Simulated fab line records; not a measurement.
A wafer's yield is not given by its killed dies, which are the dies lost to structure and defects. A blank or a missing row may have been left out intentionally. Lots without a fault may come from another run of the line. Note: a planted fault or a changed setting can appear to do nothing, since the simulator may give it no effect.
Code-filled problem report in 8D (eight disciplines) form	flow gf180mcu	the parts of the form that need people (team, actions taken, sign-off) are left out

1. THE PROBLEM
cd_nm at GF_V5_CD_MEAS_14 reads a mean of 248.0 nm on 9 wafers of 3 lots; wafers without a fault read 260.4 nm with a standard deviation of 1.1. Measured from the usual mean, that is -11 standard deviations.
The step: target cd 260 nm.
First observed at day 31 19:24: wafer L980.3, on cd_sem-01. The record holds 36 wafers of 12 lots with a number at this step. By rule, "out" or "out of limits" means more than 4 standard deviations away from the usual mean. All remaining wafers that have a number are taken as sound.

2. WHAT IT IS, AND WHAT IT ISN'T
question	is	is not
which readings at this step	cd_nm	-
which lots	L980, L981, L983	L966, L968, L972, L973, L976, L982, L985, L986, L988
which wafers of those lots	all that have a number	-
read on which gauges	cd_sem-01, cd_sem-02	-
when	from day 31 19:24	up to then (15 sound wafers); but 12 sound wafers of L982, L985, L986, L988 came after

3. THE SUSPECTS, EACH WITH WHAT RULES IT OUT
Counting: any tool at a process step up to the reading is kept as a suspect provided that every lot that is out went through it and no sound lot did after the first of them.
- the gauge at GF_V5_CD_MEAS_14 has been ruled out. 2 gauges (cd_sem-01, cd_sem-02) read the wafers that are out.
- rie_metal-02 at GF_M5_METAL_ETCH_10 (etches the open film in Cl2/BCl3, stops on SiO2, target depth 627.5 nm, time 104.6 s): ruled out as a lasting fault. After its first lot that is out, L980 (day 31 01:14), sound lots L988 ran on it.
- litho_track-02 at GF_V5_SOFTBAKE_10 (time 60 s): kept. Every lot that is out went through it, starting with L980 (day 31 10:00), and after that it ran no sound lot; the last sound lot it ran before then is L972 (day 28 18:00). Its own readings are out on those wafers: heater_power_total_W, run_length_s.
Left after counting: litho_track-02 at GF_V5_SOFTBAKE_10.

4. THE CAUSE (what the simulator had put in)
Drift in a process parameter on litho_track-02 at GF_V5_SOFTBAKE_10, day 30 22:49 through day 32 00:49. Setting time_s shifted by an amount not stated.
Counting left only this tool.

5. SEQUENCE OF EFFECTS, ordered by route
Each row: a reading whose mean over the struck wafers that have a number lies more than 3 standard deviations from the usual. Only readings for which the record gives a usual standard deviation are gone through. hours: the time from each lot's start at the first step in this table that gives one to its start at this step, as a median over the lots. sigmas: the change in usual standard deviations.
hours	step	reading	usual	on struck wafers	change	sigmas
0	GF_V5_SOFTBAKE_10	heater_power_total_W	93.05 W	119.87	+26.82	+99 or more
0	GF_V5_SOFTBAKE_10	run_length_s	89.09 s	55.75	-33.34	-99 or more
9	GF_V5_CD_MEAS_14	cd_nm	260.4 nm	248.0	-12.4	-11
Here are the process steps it includes:
- GF_V5_SOFTBAKE_10: time 60 s.
Later steps that measure or inspect, where all struck wafers having a row at the step show a number for every such reading and not one has moved that far: GF_V5_THK_MEAS_25.

6. WHAT WOULD HAVE CAUGHT IT SOONER
In this record the first reading out of limits at a measuring or inspecting step was taken at day 31 19:24, 21 hours after the fault began at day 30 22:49.
Tool's own readings at GF_V5_SOFTBAKE_10, heater_power_total_W, run_length_s: out on all struck wafers the step has rows for; an alarm limit on them would have tripped on the first.
Among the 3 lots that are out, L983 began GF_V5_SOFTBAKE_10 on litho_track-02 after day 31 19:24. It would have been spared by a hold on the tool at that moment.
